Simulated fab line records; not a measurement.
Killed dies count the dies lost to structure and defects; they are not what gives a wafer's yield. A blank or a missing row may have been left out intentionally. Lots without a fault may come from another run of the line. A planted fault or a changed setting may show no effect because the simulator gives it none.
Problem report, 8D (eight disciplines) form, completed by code    flow sky130    the parts of the form that need people (team, actions taken, sign-off) are left out

== 1. WHAT WENT WRONG ==
o2-flow-sccm at SKY_VT_ADJUST_NCORE_STRIP_10 reads a mean of 2400 sccm on 6 wafers of 3 lots; wafers without a fault read 3000 sccm with a standard deviation of 8.4. Relative to the usual mean, that is a shift of -71 standard deviations.
The step: strips in O2/N2.
Seen first at day 10 18:59 on plasma-asher-01, wafer L102.1. The record has a number at this step for 39 wafers belonging to 13 lots. Rule for "out", or "out of limits": more than 4 standard deviations from the usual mean. Any other wafer with a number is counted as sound.

== 2. WHAT IT IS, AND WHAT IT ISN'T ==
question                     is                                              is not
which readings at this step  o2-flow-sccm, strip-time-to-endpoint-s          chamber-pressure-mTorr, drypump-motor-current-A
which lots                   L102, L105, L106                                L101, L103, L114, L115, L116, L117, L118, L995, L998, L999
which wafers of those lots   L102.1, L102.4, L105.2, L105.6, L106.2, L106.3  L102.6, L105.4, L106.1
read on which tools          plasma-asher-01                                 plasma-asher-02, plasma-asher-04
when                         from day 10 18:59                               up to then (13 sound wafers); but 20 sound wafers of L103, L105, L106, L114, L115, L116, L117, L118 came after

== 3. WHAT RULES OUT EACH SUSPECT ==
Counting: any tool at a process step up to the reading remains a suspect provided it ran every lot that is out. Sound lots after the first of them don't rule it out here, since some wafers of a struck lot are sound.
- plasma-asher-01 at SKY_VT_ADJUST_NCORE_STRIP_10 (strips in O2/N2): kept. It ran every lot that is out, first L102 (day 10 18:59); its last sound lot up to then is L101 (day 10 14:04). Out on those wafers are its own readings of o2-flow-sccm, strip-time-to-endpoint-s.
- Within plasma-asher-01 at SKY_VT_ADJUST_NCORE_STRIP_10: the wafers that are out ran in chamber 1; their sound lot-mates ran in chamber 0.
Left after counting: plasma-asher-01 at SKY_VT_ADJUST_NCORE_STRIP_10.

== 4. THE CAUSE (what the simulator had put in) ==
plasma-asher-01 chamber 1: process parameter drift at SKY_VT_ADJUST_NCORE_STRIP_10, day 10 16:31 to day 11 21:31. The setting o2-flow-sccm was moved by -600, starting from 3000. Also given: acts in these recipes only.
The count eliminated every tool but this one.

== 5. SEQUENCE OF EFFECTS, ordered by route ==
One row per reading whose mean, taken over the struck wafers that have a number, lies over 3 standard deviations from the usual. Only readings whose record carries a usual standard deviation are examined. hours: median over the lots of the time between each lot's start at the first step of this table that gives one and its start at this step. sigmas: the change, counted in usual standard deviations.
hours  step                          reading                   usual      on struck wafers  change  sigmas
0      SKY_VT_ADJUST_NCORE_STRIP_10  o2-flow-sccm              3000 sccm  2400              -600    -71
0      SKY_VT_ADJUST_NCORE_STRIP_10  strip-time-to-endpoint-s  14.18 s    14.40             +0.22   +5.5
Its process steps:
- SKY_VT_ADJUST_NCORE_STRIP_10: strips in O2/N2.

== 6. HOW IT WOULD HAVE BEEN CAUGHT EARLIER ==
In this record the first reading out of limits was taken at day 10 18:59, 2 hours after the fault began at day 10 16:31.
